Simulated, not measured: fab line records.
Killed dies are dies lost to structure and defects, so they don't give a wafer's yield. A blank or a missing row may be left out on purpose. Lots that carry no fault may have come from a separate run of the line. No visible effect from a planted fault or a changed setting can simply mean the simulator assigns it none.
A single fault, viewed from 2 desks ; flow gf180mcu ; every desk sees just its own numbers, and what lay behind them comes last

== METROLOGY DESK ==
What the gauges read for every lot (on any tool): the sampled wafers with a number, averaged. If a lot's mean is further than 4 standard deviations from the usual mean, the lot is out of limits and carries the mark OUT (the distance appears in the brackets).
Columns: A = V4_W_THK at GF_V4_THK_MEAS_25, usual 358 nm
lot;first seen here;A
L160;day 25 06:50;358
L167;day 27 17:56;360
L169;day 28 10:39;360
L170;day 28 16:46;350
L172;day 29 04:46;355
L174;day 29 21:15;358
L177;day 30 12:34;361
L178;day 30 18:03;353
L179;day 30 23:44;357
L180;day 31 11:50;364
L181;day 31 15:43;360
L182;day 31 18:35;361
This desk found nothing out of limits on any of the 12 lots.

== THE TOOL OWNER'S DESK: rie-metal-02 ==
The tool's own readings at GF_MIM_METAL_ETCH_19 (etches the open film in Cl2/BCl3, stops on Si3N4, target depth 324.5 nm, time 54.1 s): means of the sampled wafers that have a number, for each lot that ran on this tool. If a lot's mean is further than 4 standard deviations from the usual mean, the lot is out of limits and carries the mark OUT (the distance appears in the brackets).
Columns: A = drypump-motor-current-A at GF_MIM_METAL_ETCH_19, usual 5.7 A; B = mfc-cl2-sccm at GF_MIM_METAL_ETCH_19, usual 80.00 sccm; C = oes-product-au at GF_MIM_METAL_ETCH_19, usual 0.941 a.u.; D = throttle-valve-pct at GF_MIM_METAL_ETCH_19, usual 28.282 %
lot;first seen here;A;B;C;D
L167;day 28 14:02;5.9;80.25;0.911 (-5.0) OUT;28.328 (+4.6) OUT
L169;day 29 07:22;5.9;79.75;0.926;28.302
L170;day 29 12:06;5.9;79.81;0.938;28.293
L180;day 32 05:51;5.7;80.08;0.938;28.274
L181;day 32 10:08;5.7;79.88;0.948;28.271
L182;day 32 12:59;5.7;80.05;0.939;28.294
This desk finds L167 out of limits, L167 being first, at day 28 14:02 (oes-product-au at GF_MIM_METAL_ETCH_19). Within limits: L169, L170, L180, L181, L182.

== TAKEN TOGETHER ==
The tool owner's desk could have raised an alarm at day 28 14:02, on L167.
Metrology desk: nothing out of limits seen.
The metrology desk has L167 on record, within its limits.
Every lot named ran GF_MIM_METAL_ETCH_19 on rie-metal-02.

== WHAT THE SIMULATOR HAD PUT IN ==
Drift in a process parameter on rie-metal-02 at GF_MIM_METAL_ETCH_19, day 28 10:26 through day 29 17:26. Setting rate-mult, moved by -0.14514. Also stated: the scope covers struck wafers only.
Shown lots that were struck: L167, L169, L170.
Delay in hours, fault start to first out-of-limits reading, by desk: the tool owner's desk at 4.
